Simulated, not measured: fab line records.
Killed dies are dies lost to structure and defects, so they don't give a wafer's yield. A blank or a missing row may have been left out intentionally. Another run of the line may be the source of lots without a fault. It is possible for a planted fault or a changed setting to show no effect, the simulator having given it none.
Which tool did it?    flow gf180mcu    33 wafers from 11 lots sampled at 6 of the route's 602 steps

WHAT THE GAUGES SHOWED, per wafer
GF_POLY_GATE_THK_MEAS_17.
lot   measured      on            POLY_GATE_OXIDATION_THK (nm)
L909  day 9 17:58   filmMetro-02  3.97 3.95 3.85
L915  day 11 02:58  filmMetro-03  3.96 3.93 3.97
L916  day 11 09:20  filmMetro-03  4.03 4.01 3.99
L918  day 11 19:32  filmMetro-01  4.00 4.08 3.97
L919  day 12 06:28  filmMetro-03  4.16 4.19 4.14
L925  day 14 00:34  filmMetro-03  4.02 4.02 3.98
L927  day 14 13:04  filmMetro-02  4.05 4.05 4.09
L928  day 14 23:19  filmMetro-01  4.02 3.96 3.91
L929  day 15 06:46  filmMetro-02  4.05 4.07 4.07
L931  day 15 18:52  filmMetro-02  3.82 3.89 3.90
L932  day 16 04:32  filmMetro-02  3.91 3.96 3.93

GF_HV_LDD_TW_MEAS_11.
lot   measured      on            HV_LDD_TW
L909  day 10 11:28  filmMetro-03  2415 2396 2394
L915  day 11 22:56  filmMetro-04  2417 2420 2422
L916  day 12 04:31  filmMetro-04  2420 2423 2432
L918  day 12 15:07  filmMetro-02  2261 2265 2264 2265 2260 2276
L919  day 13 03:07  filmMetro-02  2255 2269 2263 2262 2253 2272
L925  day 14 21:42  filmMetro-03  2399 2400 2397
L927  day 15 10:16  filmMetro-04  2436 2409 2433
L928  day 15 21:27  filmMetro-04  2430 2443 2424
L929  day 16 04:58  filmMetro-03  2426 2424 2429
L931  day 16 17:19  filmMetro-04  2430 2425 2422
L932  day 17 02:57  filmMetro-02  2382 2384 2378

GF_HV_LDD_RS_MEAS_53: the measuring method here is four-point-probe.
lot   measured      on            HV_LDD_RS (ohm/sq)
L909  day 12 21:38  filmMetro-02  419.2 418.4 418.4
L915  day 14 12:17  filmMetro-02  417.8 416.9 418.3
L916  day 14 18:01  filmMetro-03  419.0 419.5 418.7
L918  day 15 06:09  filmMetro-03  423.2 421.7 421.7 421.9 422.5 421.3
L919  day 15 19:09  filmMetro-02  421.6 422.4 422.4 422.1 422.9 423.1
L925  day 17 17:11  filmMetro-02  417.7 418.1 417.3
L927  day 18 07:42  filmMetro-02  418.7 420.0 419.1
L928  day 18 20:35  filmMetro-03  418.5 418.3 418.3
L929  day 19 03:47  filmMetro-03  419.7 420.1 418.4
L931  day 19 17:30  filmMetro-04  418.6 418.0 418.0
L932  day 20 03:20  filmMetro-03  418.9 419.0 418.6

WHAT TOOL EACH LOT RAN ON (gives the tool, then ch and the chambers of the sampled wafers, and finally the start)
lot   GF_DUAL_GATE_STRIP_13                GF_POLY_GATE_ETCH_12               GF_HV_LDD_IMPLANT_09
L909  plasmaAsher-01 ch 0,1, day 8 18:55   rieDiel-01 ch 0,1,2, day 9 15:23   implanter-04 ch 0, day 10 11:13
L915  plasmaAsher-01 ch 0,1, day 10 03:50  rieDiel-04 ch 0,1, day 11 01:26    implanter-01 ch 0, day 11 22:43
L916  plasmaAsher-03 ch 0,1, day 10 10:05  rieDiel-02 ch 0,1,2, day 11 07:16  implanter-04 ch 0, day 12 04:18
L918  plasmaAsher-01 ch 0,1, day 10 19:37  rieDiel-02 ch 0,1,3, day 11 17:35  implanter-01 ch 0, day 12 14:53
L919  plasmaAsher-03 ch 0,1, day 11 06:06  rieDiel-02 ch 0,2,3, day 12 04:53  implanter-01 ch 0, day 13 02:53
L925  plasmaAsher-03 ch 0,1, day 12 22:54  rieDiel-04 ch 0,1,3, day 13 22:34  implanter-04 ch 0, day 14 21:27
L927  plasmaAsher-04 ch 0,1, day 13 11:31  rieDiel-02 ch 1,2,3, day 14 11:33  implanter-04 ch 0, day 15 10:02
L928  plasmaAsher-01 ch 0,1, day 13 21:19  rieDiel-01 ch 0,1,3, day 14 21:48  implanter-01 ch 0, day 15 21:12
L929  plasmaAsher-03 ch 0,1, day 14 03:04  rieDiel-01 ch 0,1,2, day 15 04:26  implanter-01 ch 0, day 16 04:43
L931  plasmaAsher-01 ch 0,1, day 14 17:10  rieDiel-02 ch 0,2,3, day 15 17:21  implanter-01 ch 0, day 16 17:05
L932  plasmaAsher-01 ch 0,1, day 14 23:07  rieDiel-02 ch 0,1, day 16 02:12    implanter-01 ch 0, day 17 02:42
- GF_DUAL_GATE_STRIP_13: strips in O2/N2.
- GF_POLY_GATE_ETCH_12: etches BARC in N2/H2.
- GF_HV_LDD_IMPLANT_09

AS READ BY THE TOOLS THEMSELVES (means over the sampled wafers that have a number; for cases with no such wafer, the mark the record gives instead)
GF_DUAL_GATE_STRIP_13.
lot   tool            drypumpMotorCurrentA (A)  heaterPowerW (W)  oesProductAu (a.u.)  stripTimeToEndpointS (s)
L909  plasmaAsher-01  5.5                       316               0.711                12.68
L915  plasmaAsher-01  5.5                       314               0.718                12.65
L916  plasmaAsher-03  6.2                       332               0.721                12.58
L918  plasmaAsher-01  5.5                       317               0.717                12.66
L919  plasmaAsher-03  6.3                       335               0.710                12.64
L925  plasmaAsher-03  6.4                       332               0.715                12.62
L927  plasmaAsher-04  5.5                       293               0.715                12.62
L928  plasmaAsher-01  5.7                       321               0.721                12.64
L929  plasmaAsher-03  6.2                       327               0.720                12.65
L931  plasmaAsher-01  5.7                       323               0.715                12.59
L932  plasmaAsher-01  5.5                       312               0.718                12.58

GF_POLY_GATE_ETCH_12.
lot   tool        drypumpMotorCurrentA (A)  oesProductAu (a.u.)  throttleValvePct (%)
L909  rieDiel-01  5.4                       0.736                13.219
L915  rieDiel-04  5.7                       0.729                13.214
L916  rieDiel-02  5.8                       0.734                13.218
L918  rieDiel-02  6.0                       0.735                13.221
L919  rieDiel-02  5.8                       0.740                13.209
L925  rieDiel-04  5.8                       0.738                13.215
L927  rieDiel-02  6.0                       0.738                13.220
L928  rieDiel-01  5.8                       0.735                13.219
L929  rieDiel-01  5.4                       0.733                13.209
L931  rieDiel-02  5.8                       0.731                13.208
L932  rieDiel-02  6.0                       0.739                13.222

GF_HV_LDD_IMPLANT_09.
lot   tool          beamEnergyKeV
L909  implanter-04  39.991
L915  implanter-01  40.007
L916  implanter-04  39.986
L918  implanter-01  34.104
L919  implanter-01  34.128
L925  implanter-04  39.991
L927  implanter-04  40.028
L928  implanter-01  40.006
L929  implanter-01  40.001
L931  implanter-01  40.005
L932  implanter-01  40.030

THE ANSWER, worked out from the rows above alone
Rule: usual is defined by the lots themselves. The widest of any qualifying gaps counts: lots, ordered by their means at a reading, are off when they make up no more than a third of the lots, leave a main group of 4 or more, and stand apart from it by 3 or more times the standard deviation of that group's means. A main group is skipped when, at the precision printed for the reading in the tables above, its means are all equal. A lot without any number at a reading at which 4 lots or more have one is off too. Where the step has rows for the other lots, those lots are counted as sound. First the gauges in route order, then the tools' own readings, where a lot's mean is used as printed above. The first step at which some lot is off is used, and at that step the reading that is off furthest; a lot without a number counts as furthest.
Off: L918, L919, seen at GF_HV_LDD_TW_MEAS_11 (HV_LDD_TW). Mean 2415 and standard deviation 16 in the main group.
If a tool, at a process step before that reading, ran all the lots that are off and no sound lot after the first of them, it fits. Not tried: the gauges at GF_HV_LDD_TW_MEAS_11; whatever is off there is also off at GF_HV_LDD_IMPLANT_09, on other tools, and gauge error can't account for it. None of those tried fits.

WHAT HAD BEEN PUT IN BY THE SIMULATOR
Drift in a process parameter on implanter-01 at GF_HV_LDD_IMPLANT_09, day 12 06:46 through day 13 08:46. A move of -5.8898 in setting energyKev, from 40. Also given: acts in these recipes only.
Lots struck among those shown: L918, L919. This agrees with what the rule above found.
